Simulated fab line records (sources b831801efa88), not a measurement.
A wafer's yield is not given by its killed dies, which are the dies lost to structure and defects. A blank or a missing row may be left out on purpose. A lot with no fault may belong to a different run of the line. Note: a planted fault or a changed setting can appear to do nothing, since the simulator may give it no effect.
fab line records | flow sky130
[record] lots = 14 | wafers = 42 | lastDay = 50
route steps=708 shown METAL3@534 VIA3@581 PAD_OPEN@708
lots that met no fault: from a run of the same line without faults
startH: the number of hours between the record's first day and the start of the first shown wafer of the lot | waitH: time in hours since the lot's previous step | " identical to the entry in the row above | L1.1+2: several wafers, shown together as one row | - no value, or no start given | * or withheld: withheld | < > ~ a bound
route shown NAME@n: names a module that has steps shown in the file, with the first one's number in the route | usual: the fault-free wafers' mean and standard deviation | same: alike in all rows | chamber/n: place in a boat | sites: readings site by site | _std_site: the standard deviation of these | _edge_site: inner sites' mean taken away from outer sites' mean | radiusMm: for every site, how far away it sits from the centre of the wafer | mask NAME#n: copy n | behind: the most recent tool/chamber to have shaped the wafer | hold: reason for holding the lot/hours on hold/outcome of the hold | device: the n, p or np transistor that did not switch | end of line: tests run on the same wafers once the route is complete | step lacking rows: just its recipe | killed: dies lost to structure and defects at the first sort, not the wafer's yield | map: a wafer's dies, marking killed ones x, the rest . and places with no die _
set.NAME: the setting the step ran with; set.NAME@STEP: the setting that earlier step ran with | model.NAME: the simulator's own value behind a step, which no gauge read
route steps across a sampled set of lots; one table per step, one row per wafer
services: a tool's chamber out of use, with start hour (startH, from the record's first day; less than 0 if before it), hours out, and reason
[[steps]]
[step SKY_METAL3_SPUTTER_02]
[recipe] material = AlCu | targetThkNm = 735 | powerW = 10600 | timeS = 39.1 | chamberPressurePa = 0.4
[usual] throttleValvePct = 29.6/0.7
lot.wafer | tool          | chamber | startH  | waitH | throttleValvePct
L670.1    | pvdSputter-02 | -       | 858.46  | 0.0   | 30.9
L670.3    | "             | -       | "       | "     | 30.8
L670.4    | "             | -       | "       | "     | 29.3
L671.1    | pvdSputter-04 | -       | 860.08  | 0.0   | 28.9
L671.5    | "             | -       | "       | "     | 30.2
L671.6    | "             | -       | "       | "     | 29.2
L672.1    | pvdSputter-04 | -       | 865.54  | 0.0   | 29.2
L672.3    | "             | -       | "       | "     | 28.9
L672.5    | "             | -       | "       | "     | 29.1
L673.1    | pvdSputter-04 | -       | 876.43  | 0.0   | 29.4
L673.2    | "             | -       | "       | "     | 30.3
L673.3    | "             | -       | "       | "     | 29.1
L676.2    | pvdSputter-03 | -       | 893.03  | 0.0   | 28.9
L676.3    | "             | -       | "       | "     | 29.2
L676.6    | "             | -       | "       | "     | 28.5
L680.4    | pvdSputter-03 | -       | 924.80  | 0.0   | 29.7
L680.5    | "             | -       | "       | "     | 28.7
L680.6    | "             | -       | "       | "     | 29.1
L684.1    | pvdSputter-04 | -       | 978.04  | 0.0   | 29.2
L684.2    | "             | -       | "       | "     | 29.1
L684.4    | "             | -       | "       | "     | 30.1
L686.1    | pvdSputter-04 | -       | 978.34  | 0.0   | 29.3
L686.5    | "             | -       | "       | "     | 29.3
L686.6    | "             | -       | "       | "     | 29.9
L688.3    | pvdSputter-04 | -       | 980.89  | 0.0   | 28.9
L688.4    | "             | -       | "       | "     | 29.3
L688.5    | "             | -       | "       | "     | 30.3
L689.1    | pvdSputter-04 | -       | 983.77  | 0.0   | 29.4
L689.5    | "             | -       | "       | "     | 30.3
L689.6    | "             | -       | "       | "     | 29.2
L690.3    | pvdSputter-02 | -       | 988.08  | 0.0   | 31.0
L690.5    | "             | -       | "       | "     | 30.1
L690.6    | "             | -       | "       | "     | 30.9
L691.2    | pvdSputter-02 | -       | 1004.39 | 0.0   | 29.4
L691.4    | "             | -       | "       | "     | 30.6
L691.5    | "             | -       | "       | "     | 30.4
L692.4    | pvdSputter-04 | -       | 1009.72 | 0.0   | 29.2
L692.5    | "             | -       | "       | "     | 29.0
L692.6    | "             | -       | "       | "     | 29.3
L693.1    | pvdSputter-03 | -       | 1017.43 | 0.0   | 29.8
L693.5    | "             | -       | "       | "     | 28.6
L693.6    | "             | -       | "       | "     | 29.2
[step SKY_METAL3_OVL_MEAS_14]
[usual] METAL3_OVL = 5/5.6
lot.wafer | tool       | chamber | startH  | waitH | METAL3_OVL[nm]
L670.1    | overlay-02 | -       | 910.43  | 0.1   | 8
L670.3    | "          | -       | "       | "     | -2
L670.4    | "          | -       | "       | "     | 4
L671.1    | overlay-01 | -       | 911.87  | 0.1   | 3
L671.5    | "          | -       | "       | "     | 4
L671.6    | "          | -       | "       | "     | 11
L672.1    | overlay-01 | -       | 917.93  | 0.1   | 0
L672.3    | "          | -       | "       | "     | 1
L672.5    | "          | -       | "       | "     | 3
L673.1    | overlay-02 | -       | 928.57  | 0.1   | 1
L673.2    | "          | -       | "       | "     | -2
L673.3    | "          | -       | "       | "     | 1
L676.2    | overlay-01 | -       | 943.89  | 0.1   | 7
L676.3    | "          | -       | "       | "     | 10
L676.6    | "          | -       | "       | "     | 7
L680.4    | overlay-01 | -       | 974.95  | 0.1   | 9
L680.5    | "          | -       | "       | "     | 9
L680.6    | "          | -       | "       | "     | 8
L684.1    | overlay-01 | -       | 1026.68 | 0.1   | 3
L684.2    | "          | -       | "       | "     | 1
L684.4    | "          | -       | "       | "     | 4
L686.1    | overlay-02 | -       | 1026.72 | 0.1   | -4
L686.5    | "          | -       | "       | "     | -8
L686.6    | "          | -       | "       | "     | 0
L688.3    | overlay-02 | -       | 1029.40 | 0.1   | 17
L688.4    | "          | -       | "       | "     | 9
L688.5    | "          | -       | "       | "     | 14
L689.1    | overlay-02 | -       | 1031.03 | 0.1   | 9
L689.5    | "          | -       | "       | "     | 2
L689.6    | "          | -       | "       | "     | 0
L690.3    | overlay-02 | -       | 1034.95 | 0.1   | 3
L690.5    | "          | -       | "       | "     | -1
L690.6    | "          | -       | "       | "     | 4
L691.2    | overlay-02 | -       | 1052.54 | 0.1   | 3
L691.4    | "          | -       | "       | "     | -1
L691.5    | "          | -       | "       | "     | 2
L692.4    | overlay-01 | -       | 1055.75 | 0.1   | 2
L692.5    | "          | -       | "       | "     | -3
L692.6    | "          | -       | "       | "     | 4
L693.1    | overlay-02 | -       | 1062.87 | 0.1   | 5
L693.5    | "          | -       | "       | "     | 16
L693.6    | "          | -       | "       | "     | 4
[step SKY_VIA3_SOFTBAKE_08]
[recipe] tempC = 100 | timeS = 90 | resist = KrF-thick
[usual] exhaustPa = 45.0/0.85 | heaterPowerTotalW = 57.36/0.11 | plateTempC = 100.01/0.14
lot.wafer | tool          | chamber | startH | waitH | exhaustPa | heaterPowerTotalW | plateTempC
L670.1    | lithoTrack-03 | 0       | 924    | -     | 45.4      | 57.32             | 100.12
L670.3    | "             | 0       | "      | "     | 45.5      | 57.33             | 100.07
L670.4    | "             | 0       | "      | "     | 45.6      | 57.19             | 100.09
L671.1    | lithoTrack-02 | 0       | 925    | -     | 43.8      | 57.39             | 100.17
L671.5    | "             | 0       | "      | "     | 44.8      | 57.19             | 100.17
L671.6    | "             | 0       | "      | "     | 44.8      | 57.32             | 99.94
L672.1    | lithoTrack-04 | 0       | 931    | -     | 46.4      | 57.53             | 99.83
L672.3    | "             | 0       | "      | "     | 46.5      | 57.48             | 99.86
L672.5    | "             | 0       | "      | "     | 45.9      | 57.48             | 99.79
L673.1    | lithoTrack-03 | 0       | 942    | -     | 46.6      | 57.20             | 99.87
L673.2    | "             | 0       | "      | "     | 44.9      | 57.22             | 100.02
L673.3    | "             | 0       | "      | "     | 44.8      | 57.29             | 100.08
L676.2    | lithoTrack-03 | 0       | 956    | -     | 46.3      | 61.62             | 105.63
L676.3    | "             | 0       | "      | "     | 45.1      | 61.60             | 105.63
L676.6    | "             | 0       | 957    | -     | 47.1      | 61.70             | 105.52
L680.4    | lithoTrack-03 | 0       | 988    | -     | 44.9      | 61.79             | 105.43
L680.5    | "             | 0       | "      | "     | 44.7      | 61.96             | 105.34
L680.6    | "             | 0       | "      | "     | 44.8      | 61.76             | 105.52
L684.1    | lithoTrack-02 | 0       | 1039   | -     | 44.2      | 57.55             | 100.00
L684.2    | "             | 0       | "      | "     | 44.6      | 57.27             | 100.04
L684.4    | "             | 0       | "      | "     | 44.6      | 57.50             | 99.97
L686.1    | lithoTrack-03 | 0       | 1039   | -     | 45.8      | 57.26             | 100.06
L686.5    | "             | 0       | "      | "     | 44.1      | 57.21             | 100.05
L686.6    | "             | 0       | "      | "     | 44.9      | 57.18             | 100.18
L688.3    | lithoTrack-04 | 0       | 1042   | -     | 46.9      | 57.30             | 100.03
L688.4    | "             | 0       | "      | "     | 46.2      | 57.28             | 99.97
L688.5    | "             | 0       | "      | "     | 45.1      | 57.48             | 99.96
L689.1    | lithoTrack-03 | 0       | 1044   | -     | 44.7      | 57.21             | 99.78
L689.5    | "             | 0       | "      | "     | 43.6      | 57.30             | 100.13
L689.6    | "             | 0       | "      | "     | 44.5      | 57.37             | 99.91
L690.3    | lithoTrack-03 | 0       | 1048   | -     | 45.5      | 57.36             | 100.19
L690.5    | "             | 0       | "      | "     | 45.4      | 57.50             | 99.71
L690.6    | "             | 0       | "      | "     | 46.1      | 57.36             | 99.90
L691.2    | lithoTrack-04 | 0       | 1064   | -     | 44.8      | 57.22             | 99.98
L691.4    | "             | 0       | "      | "     | 45.1      | 57.48             | 99.97
L691.5    | "             | 0       | "      | "     | 44.5      | 57.40             | 99.77
L692.4    | lithoTrack-04 | 0       | 1069   | -     | 45.2      | 57.47             | 100.30
L692.5    | "             | 0       | "      | "     | 44.7      | 57.44             | 100.15
L692.6    | "             | 0       | "      | "     | 43.4      | 57.22             | 100.17
L693.1    | lithoTrack-02 | 0       | 1076   | -     | 43.7      | 57.24             | 100.19
L693.5    | "             | 0       | "      | "     | 44.0      | 57.47             | 100.09
L693.6    | "             | 0       | "      | "     | 43.0      | 57.38             | 100.19
[step SKY_VIA3_OVL_MEAS_13]
[usual] VIA3_OVL = -2/5.5
lot.wafer | tool       | chamber | startH  | waitH | VIA3_OVL[nm]
L670.1    | overlay-02 | -       | 936.13  | 0.1   | -1
L670.3    | "          | -       | "       | "     | 9
L670.4    | "          | -       | "       | "     | -1
L671.1    | overlay-01 | -       | 937.98  | 0.1   | -4
L671.5    | "          | -       | "       | "     | -4
L671.6    | "          | -       | "       | "     | -2
L672.1    | overlay-02 | -       | 943.43  | 0.1   | 14
L672.3    | "          | -       | "       | "     | 1
L672.5    | "          | -       | "       | "     | 4
L673.1    | overlay-01 | -       | 954.43  | 0.1   | 3
L673.2    | "          | -       | "       | "     | 1
L673.3    | "          | -       | "       | "     | 0
L676.2    | overlay-02 | -       | 969.87  | 0.1   | -5
L676.3    | "          | -       | "       | "     | 0
L676.6    | "          | -       | "       | "     | -7
L680.4    | overlay-02 | -       | 1000.93 | 0.1   | -5
L680.5    | "          | -       | "       | "     | 0
L680.6    | "          | -       | "       | "     | 0
L684.1    | overlay-01 | -       | 1051.12 | 0.1   | -14
L684.2    | "          | -       | "       | "     | -5
L684.4    | "          | -       | "       | "     | -10
L686.1    | overlay-01 | -       | 1051.47 | 0.1   | -2
L686.5    | "          | -       | "       | "     | 9
L686.6    | "          | -       | "       | "     | -1
L688.3    | overlay-02 | -       | 1053.43 | 0.1   | -2
L688.4    | "          | -       | "       | "     | 0
L688.5    | "          | -       | "       | "     | -9
L689.1    | overlay-01 | -       | 1054.87 | 0.1   | -3
L689.5    | "          | -       | "       | "     | -10
L689.6    | "          | -       | "       | "     | 7
L690.3    | overlay-02 | -       | 1058.69 | 0.1   | -1
L690.5    | "          | -       | "       | "     | 8
L690.6    | "          | -       | "       | "     | -3
L691.2    | overlay-02 | -       | 1076.24 | 0.1   | -13
L691.4    | "          | -       | "       | "     | -10
L691.5    | "          | -       | "       | "     | -4
L692.4    | overlay-02 | -       | 1079.23 | 0.1   | 4
L692.5    | "          | -       | "       | "     | -1
L692.6    | "          | -       | "       | "     | 1
L693.1    | overlay-02 | -       | 1086.38 | 0.1   | -1
L693.5    | "          | -       | "       | "     | -2
L693.6    | "          | -       | "       | "     | -5
[step SKY_PAD_OPEN_PROBE_99]
[usual] defectLimitedYield = 82.4/1.9 | killed_at_M0_to_M3 = 44/6.5 | killed_at_M4_up = 2.9/1.7 | killedAtContacts = 24/5.7 | killedAtFrontEnd = 16/4.4 | killedAtOther = 0.2/0.48 | killedDies = 87/9.6 | killedOpen = 48/6.7 | killedShort = 38/6.2
[same] grossDies = 492 | killedAtBackSide = 0
lot.wafer | tool      | chamber | startH  | waitH | defectLimitedYield[%] | killed_at_M0_to_M3 | killed_at_M4_up | killedAtContacts | killedAtFrontEnd | killedAtOther | killedDies | killedOpen | killedShort
L680.6    | prober-02 | -       | 1140.03 | 0.2   | 79.7                  | 46                 | 0               | 36               | 18               | 0             | 100        | 67         | 32
// killed by level:class
L680.6 VIA3:geometricParticle:open=13 CONTACT:geometricParticle:open=12 VIA1:geometricParticle:open=12 LI_CONTACT:geometricParticle:open=9 CONTACT:geometricParticle:short=8 FIELD_ISO:geometricParticle:open=6 VIA1:geometricParticle:short=5 VIA2:geometricParticle:open=5
[[services]]
tool          | chamber | startH  | hours | kind
pvdSputter-03 | -       | 843.01  | 26.9  | repair
lithoTrack-04 | -       | 844.18  | -     | consumableReplace:filter
pvdSputter-03 | -       | 857.44  | 0.9   | repair
pvdSputter-02 | -       | 866.69  | 0.6   | repair
pvdSputter-04 | -       | 910.02  | 4.1   | repair
pvdSputter-02 | -       | 932.88  | 0.8   | repair
pvdSputter-03 | -       | 933.42  | 75.8  | repair
pvdSputter-03 | -       | 942.90  | 1.0   | repair
pvdSputter-03 | -       | 955.82  | 7.4   | repair
pvdSputter-02 | -       | 989.22  | 0.9   | repair
pvdSputter-03 | -       | 993.59  | 5.8   | repair
pvdSputter-04 | -       | 1013.21 | 0.8   | repair
pvdSputter-02 | -       | 1046.69 | 15.9  | repair
[[key]]
[firstSign] step = SKY_VIA3_SOFTBAKE_08 | reading = plateTempC | direction = up | sigmas = 39 | usual = * | struck = *
[effect] step = SKY_VIA3_SOFTBAKE_08 | reading = heaterPowerTotalW | direction = up | sigmas = 38 | usual = * | struck = *
metAt SKY_VIA3_SOFTBAKE_08
struckLots L676,L680
notActingAt SKY_METAL3_SPUTTER_02,SKY_METAL3_OVL_MEAS_14,SKY_VIA3_OVL_MEAS_13
[fault] kind = processParameterDrift | tool = lithoTrack-03 | chamber = - | onsetH = 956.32 | steps = SKY_VIA3_SOFTBAKE_08 | channel = tempC | offset = * | shape = step | endH = 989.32 | actsIn = * | stated = *
